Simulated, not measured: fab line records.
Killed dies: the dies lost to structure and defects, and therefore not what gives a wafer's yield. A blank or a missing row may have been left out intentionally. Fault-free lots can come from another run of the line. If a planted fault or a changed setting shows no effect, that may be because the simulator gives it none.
Problem report in the 8D (eight disciplines) form, filled by code | flow gf180mcu | the parts of the form that need people (team, actions taken, sign-off) are left out

== 1. PROBLEM STATEMENT ==
Across 6 wafers from 2 lots, MVPSD_RS at GF_VT_IMPLANT_RS_MEAS_49 averages 1077.6 ohm/sq, while fault-free wafers read 1168.8 ohm/sq with a standard deviation of 2.8. Measured from the usual mean, that is -33 standard deviations.
The step: measures by four-point-probe.
Earliest sighting: wafer L374.1 on filmMetro-02 at day 10 08:53. At this step, 36 wafers from 12 lots have a number in the record. The rule behind "out" and "out of limits": a value lying over 4 standard deviations away from the usual mean. All remaining wafers that have a number are taken as sound.

== 2. WHAT THIS IS AND IS NOT ==
question                    | is                     | is not
which readings at this step | MVPSD_RS               | -
which lots                  | L374, L376             | L365, L366, L367, L371, L373, L380, L381, L383, L385, L388
which wafers of those lots  | all that have a number | -
read on which gauges        | filmMetro-02           | filmMetro-03, filmMetro-04
when                        | from day 10 08:53      | up to then (15 sound wafers); but 15 sound wafers of L380, L381, L383, L385, L388 came after

== 3. SUSPECTS, AND WHAT RULES EACH OUT ==
Counting: any tool at a process step up to the reading is kept as a suspect provided that every lot that is out went through it and no sound lot did after the first of them.
- ruled out: the gauge at GF_VT_IMPLANT_RS_MEAS_49. All the wafers that are out were read on filmMetro-02, but those of them that GF_MVPSD_IMPLANT_09 has rows for are out there too, on other tools.
- implanter-03 at GF_MVPSD_IMPLANT_09: kept. All lots that are out passed through it, beginning with L374 at day 7 12:09, and no sound lot followed; its final sound lot before that point was L371 at day 6 16:05. On those wafers its own readings are out: doseIonsCm2, faradayCurrentUA.
The count leaves implanter-03 at GF_MVPSD_IMPLANT_09.

== 4. THE CAUSE (what the simulator had put in) ==
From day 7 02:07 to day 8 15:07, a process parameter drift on implanter-03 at GF_MVPSD_IMPLANT_09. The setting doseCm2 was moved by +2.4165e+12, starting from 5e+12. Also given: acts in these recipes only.
This tool alone remained once counting was done.

== 5. THE CHAIN OF EFFECTS, in route order ==
Each row: a reading where the mean over the struck wafers with a number is more than 3 standard deviations away from the usual. Scope: only readings with a usual standard deviation given in the record; hours: median across lots of the time from each lot's start at the first step in this table that gives one to its start at this step; sigmas: change in usual standard deviations.
hours | step                     | reading          | usual         | on struck wafers | change     | sigmas
0     | GF_MVPSD_IMPLANT_09      | doseIonsCm2      | 4.999e+12     | 7.413e+12        | +2.414e+12 | +99 or more
0     | GF_MVPSD_IMPLANT_09      | faradayCurrentUA | 28.2          | 42.1             | +13.9      | +24
68    | GF_VT_IMPLANT_RS_MEAS_49 | MVPSD_RS         | 1168.8 ohm/sq | 1077.6           | -91.2      | -33
Here are the process steps it includes:
- GF_MVPSD_IMPLANT_09
Later steps that measure or inspect, where all struck wafers having a row at the step show a number for every such reading and not one has moved that far: GF_PSD_CD_MEAS_07, GF_SAB_THK_MEAS_01, GF_SALICIDE_THK_MEAS_05.

== 6. WHAT WOULD HAVE CAUGHT IT SOONER ==
79 hours passed between the start of the fault at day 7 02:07 and the first reading out of limits at a measuring or inspecting step in this record, taken at day 10 08:53.
Tool's own readings at GF_MVPSD_IMPLANT_09, doseIonsCm2, faradayCurrentUA: out on all struck wafers the step has rows for; an alarm limit on them would have tripped on the first.
Lots out: 2; all had begun GF_MVPSD_IMPLANT_09 on implanter-03 by day 10 08:53. Had the tool been put on hold then, not one of them would have been saved.
